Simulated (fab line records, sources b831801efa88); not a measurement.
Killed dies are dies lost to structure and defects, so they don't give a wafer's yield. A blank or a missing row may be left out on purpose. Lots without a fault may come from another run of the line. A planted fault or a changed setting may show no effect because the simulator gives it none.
A struck lot beside a sound one | flow sky130 | 15 steps out of a route of 708
Sound: wafers L757.3, L757.4, L757.5. Struck: wafer L767.3. (L767.4 of the same lot was not struck and is left out.) The cause comes at the end.
At each step with rows: each side's tool, then ch and its chambers, then its first start. Under that, the readings that differ: sound wafers | struck wafers | difference of the means | sigmas: that difference in standard deviations of wafers without a fault.
alike: readings whose means differ by less than 2 such deviations, and words and numbers that are the same on both sides. not compared: withheld readings, readings that some wafer has no value for, bounds like >300 that may hide the same value, and numbers for which the record gives no deviation and whose values overlap.
The two part at a step that has a row with sigmas, a row that says differs or no value, or rows on one side only. Numbers that don't overlap but have no deviation are shown without sigmas and don't part them. A reading that every wafer of one side lacks parts them only if that side has two wafers or more.

SKY_SPACER_ETCHBACK_02: etches Si3N4 in CH3F/O2, stops on SiO2, time 46.7 s, target depth 45 nm.
  sound on rie_diel-02 ch 0,1,3, day 25 17:39; struck on rie_diel-03 ch 2, day 29 02:51
  alike: bias_w, drypump_motor_current_A, oes_product_au, throttle_valve_pct
  not compared: rf_hours_counter_h
then, 8 steps without rows for these wafers: SKY_POLY_CUT_DEHYDRATE_00 (time 60 s); SKY_POLY_CUT_HMDS_01 (prime time 60 s); SKY_POLY_CUT_COAT_02 (resist thk 60 nm); SKY_POLY_CUT_COAT_03 (resist thk 450 nm); SKY_POLY_CUT_SOFTBAKE_04 (time 90 s); SKY_POLY_CUT_EXPOSE_05 (exposes mask NPCM, target cd 270 nm); SKY_POLY_CUT_PEB_06; SKY_POLY_CUT_DEVELOP_07 (develop time 60 s).
SKY_POLY_CUT_CD_MEAS_08: target cd 270 nm.
  sound on cd_sem-02, day 26 22:53; struck on cd_sem-01, day 30 06:56
  alike: cd_nm
SKY_POLY_CUT_OVL_MEAS_09:
  sound on overlay-02, day 26 22:59; struck on overlay-02, day 30 07:02
  alike: POLY_CUT_OVL
SKY_POLY_CUT_ETCH_10: etches BARC in N2/H2, stops on SiO2, time 45.9 s, target depth 60 nm.
  sound on rie_diel-04 ch 2,3, day 26 23:01; struck on rie_diel-03 ch 3, day 30 07:04
  alike: bias_w, drypump_motor_current_A, h2_flow_sccm, oes_product_au, run_length_s, throttle_valve_pct
  not compared: rf_hours_counter_h
SKY_POLY_CUT_ETCH_11: etches Si3N4 in CF4/CH2F2/Ar, stops on poly-Si, time 42.5 s, target depth 60 nm.
  sound on rie_diel-04 ch 2,3, day 26 23:03; struck on rie_diel-03 ch 3, day 30 07:06
  reading                                       | sound                | struck | difference | sigmas
  oes_product_au (a.u.)                         | 0.840 0.826 0.827    | 0.709  | -0.122     | -20
  run_length_s (s)                              | 71.2 71.4 70.9       | 87.5   | +16.3      | +43
  throttle_valve_pct (%)                        | 14.987 14.998 14.992 | 14.972 | -0.020     | -2
  model.POLY_CUT.feature_depth_nm (nm)          | 62.26 61.76 61.95    | 67.29  | +5.30      |
  model.poly-Si_of_POLY_GATE_CVD_00.thk_nm (nm) | 179.3 178.4 179.1    | 173.5  | -5.4       |
  alike: bias_w, drypump_motor_current_A
  not compared: rf_hours_counter_h
SKY_POLY_CUT_STRIP_12: strips in O2/N2.
  sound on plasma_asher-01 ch 0,1, day 26 23:07; struck on plasma_asher-02 ch 0, day 30 07:10
  reading               | sound             | struck | difference | sigmas
  oes_product_au (a.u.) | 0.453 0.449 0.449 | 0.441  | -0.009     | -2
  alike: drypump_motor_current_A, strip_time_to_endpoint_s
  not compared: rf_hours_counter_h
then, 1 step without rows for these wafers: SKY_PAD_OPEN_PROBE_99.

WHERE THEY PART
First at SKY_POLY_CUT_ETCH_11; last, within this record, at SKY_POLY_CUT_STRIP_12.

WHY: what the simulator had put in
Process parameter drift: rie_diel-03, from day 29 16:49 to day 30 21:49, at SKY_POLY_CUT_ETCH_11. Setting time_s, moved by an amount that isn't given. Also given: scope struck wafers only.
